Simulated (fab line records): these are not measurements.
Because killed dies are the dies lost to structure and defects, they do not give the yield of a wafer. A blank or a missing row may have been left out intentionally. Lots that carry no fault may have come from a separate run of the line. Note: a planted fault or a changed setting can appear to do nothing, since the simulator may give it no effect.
Comparing a struck lot with a sound one -- flow sky130 -- 28 out of 708 route steps
Sound: these wafers, L877.1, L877.2, L877.6. Wafers L883.2, L883.4, L883.6 were the ones struck. The cause is named last.
At each step with rows: each side's tool, then ch and its chambers, then its first start. Under that, the readings that differ: sound wafers -- struck wafers -- difference of the means -- sigmas: that difference in standard deviations of wafers without a fault.
alike: readings whose means differ by less than 2 such deviations, and words and numbers that are the same on both sides. not compared: withheld readings, readings that some wafer has no value for, bounds like >300 that may hide the same value, and numbers for which the record gives no deviation and whose values overlap.
A row with sigmas, a row that says differs or no value, or rows on one side alone: a step with any of these is where the two part. Numbers that don't overlap but have no deviation are shown without sigmas and don't part them. A reading missing from all wafers of one side parts the sides only when that side holds two or more wafers.

SKY_SD_P_OVL_MEAS_08:
  struck on overlay-02, day 31 15:28; sound on overlay-01, day 29 16:00
  alike: SD_P_OVL
then, 1 step without rows for these wafers: SKY_SD_P_IMPLANT_09.
SKY_SD_P_STRIP_10: strips in O2/N2.
  sound on plasma asher-03 ch 0,1, day 29 16:11; struck on plasma asher-03 ch 0,1, day 31 15:38
  alike: chamber pressure mTorr, drypump motor current A, oes product au, strip time to endpoint s
  not compared: rf hours counter h
SKY_SD_P_TW_MEAS_11:
  struck on film metro-02, day 31 15:45; sound on film metro-02, day 29 16:17
  alike: SD_P_TW
then, 8 steps without rows for these wafers: SKY_RES_XHIGH_DEHYDRATE_00 (time 60 s); SKY_RES_XHIGH_HMDS_01 (prime time 60 s); SKY_RES_XHIGH_COAT_02 (resist thk 1140 nm); SKY_RES_XHIGH_SOFTBAKE_03 (time 60 s); SKY_RES_XHIGH_EXPOSE_04 (exposes mask URPM, target cd 1270 nm); SKY_RES_XHIGH_PEB_05; SKY_RES_XHIGH_DEVELOP_06 (develop time 60 s); SKY_RES_XHIGH_IMPLANT_07.
SKY_RES_XHIGH_STRIP_08: strips in O2/N2.
  sound on plasma asher-02 ch 0,1, day 30 19:47; struck on plasma asher-02 ch 1, day 32 18:56
  no value came back on the struck wafers for chamber pressure mTorr (mTorr), drypump motor current A (A), oes product au (a.u.), strip time to endpoint s (s); on the sound wafers chamber pressure mTorr (mTorr) reads 1499.0 1502.3 1504.8
reading,sound,struck,difference,sigmas
model.NOVOLAK_of_RES_XHIGH_COAT_02.thk nm (nm),0 0 0,1143 1139 1142,+1141,
  not compared: rf hours counter h
SKY_RES_XHIGH_TW_MEAS_09:
  struck on film metro-04, day 32 19:02; sound on film metro-02, day 30 19:53
  alike: RES_XHIGH_TW
then, 7 steps without rows for these wafers: SKY_SD_N_DEHYDRATE_00 (time 60 s); SKY_SD_N_HMDS_01 (prime time 60 s); SKY_SD_N_COAT_02 (resist thk 1140 nm); SKY_SD_N_SOFTBAKE_03 (time 60 s); SKY_SD_N_EXPOSE_04 (exposes mask NSDM, target cd 380 nm); SKY_SD_N_PEB_05; SKY_SD_N_DEVELOP_06 (develop time 60 s).
SKY_SD_N_CD_MEAS_07: the cd target is 380 nm.
  struck on cd sem-02, day 33 21:39; sound on cd sem-01, day 31 21:56
  alike: cd nm
SKY_SD_N_OVL_MEAS_08:
  struck on overlay-01, day 33 21:46; sound on overlay-01, day 31 22:03
  alike: SD_N_OVL
then, 2 steps without rows for these wafers: SKY_SD_N_IMPLANT_09; SKY_SD_N_IMPLANT_10.
SKY_SD_N_STRIP_11: strips in O2/N2.
  sound on plasma asher-01 ch 0,1, day 31 22:23; struck on plasma asher-04 ch 0,1, day 33 22:05
reading,sound,struck,difference,sigmas
oes product au (a.u.),0.530 0.531 0.529,0.617 0.615 0.618,+0.087,+19
strip time to endpoint s (s),22.48 22.49 22.52,39.43 39.39 39.45,+16.93,+99 or more
  alike: chamber pressure mTorr, drypump motor current A
  not compared: rf hours counter h
SKY_SD_N_TW_MEAS_12:
  struck on film metro-01, day 33 22:12; sound on film metro-04, day 31 22:29
reading,sound,struck,difference,sigmas
SD_N_TW,3952 3932 3950,30 30 30,-3915,-99 or more
then, 1 step without rows for these wafers: SKY_SD_N_CLEAN_13 (cleans in SC1/SC2, time 150 s).

WHERE THEY PART
At SKY_RES_XHIGH_STRIP_08 first; at SKY_SD_N_TW_MEAS_12 last (within this record only).

WHY: the cause the simulator had injected
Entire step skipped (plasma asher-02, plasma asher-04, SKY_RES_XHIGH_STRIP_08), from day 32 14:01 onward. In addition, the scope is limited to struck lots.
